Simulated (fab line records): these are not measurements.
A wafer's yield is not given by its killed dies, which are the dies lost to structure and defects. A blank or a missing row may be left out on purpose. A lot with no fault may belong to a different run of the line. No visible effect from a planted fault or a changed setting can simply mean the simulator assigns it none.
One fault seen from 2 desks    flow gf180mcu    each desk has only its own numbers; what lay behind them comes last

METROLOGY DESK
What the gauges read for every lot (on any tool): the sampled wafers with a number, averaged. If a lot's mean is further than 4 standard deviations from the usual mean, the lot is out of limits and carries the mark OUT (the distance appears in the brackets).
Columns: A = cd-nm at GF_CONTACT_CD_MEAS_14, usual 220.4 nm; B = CONTACT_OVL at GF_CONTACT_OVL_MEAS_15, usual 2 nm
lot   first seen here  A                 B
L534  day 16 02:59     218.3             5
L535  day 16 15:08     218.9             5
L536  day 17 03:23     221.0             -0
L539  day 18 09:38     219.9             1
L540  day 19 07:09     220.9             5
L548  day 21 15:29     215.7             6
L549  day 22 00:24     216.2             8
L550  day 22 06:08     211.9 (-5.0) OUT  1
L551  day 22 13:36     221.2             6
L552  day 22 21:49     217.2             2
L553  day 23 02:50     223.7             4
L554  day 23 13:29     222.3             -2
L556  day 24 04:33     221.1             14
L557  day 24 09:20     219.6             -0
Finding of this desk: L550 out of limits; the first was L550 at day 22 06:08, on cd-nm at GF_CONTACT_CD_MEAS_14. In limits: L534, L535, L536, L539, L540, L548, L549, L551, L552, L553, L554, L556, L557.

DESK OF THE TOOL OWNER: krf-scanner-01
The tool's own readings at GF_CONTACT_EXPOSE_11 (exposes mask Contact, target cd 220 nm): means of the sampled wafers that have a number, for each lot that ran on this tool. If a lot's mean is further than 4 standard deviations from the usual mean, the lot is out of limits and carries the mark OUT (the distance appears in the brackets).
Columns: A = reticle-temp-C at GF_CONTACT_EXPOSE_11, usual 23.00 C
lot   first seen here  A
L534  day 15 16:27     23.02
L535  day 16 04:29     22.90
L536  day 16 15:35     22.95
L539  day 17 22:13     23.12
L548  day 21 03:52     22.91
L549  day 21 12:31     22.98
L550  day 21 18:39     23.12
Result from this desk: across the 7 lots, nothing is out of limits.

TAKEN TOGETHER
On L550, the metrology desk was in a position to raise an alarm at day 22 06:08.
The tool owner's desk saw nothing out of limits.
On record at the tool owner's desk: L550, within its limits.
Of the lots named, all ran GF_CONTACT_EXPOSE_11 on krf-scanner-01.

WHAT HAD BEEN PUT IN BY THE SIMULATOR
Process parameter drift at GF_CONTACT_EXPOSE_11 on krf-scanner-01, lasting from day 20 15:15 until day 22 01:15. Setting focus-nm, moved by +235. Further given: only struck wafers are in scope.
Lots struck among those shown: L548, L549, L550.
Delay in hours, fault start to first out-of-limits reading, per desk: metrology desk 39.
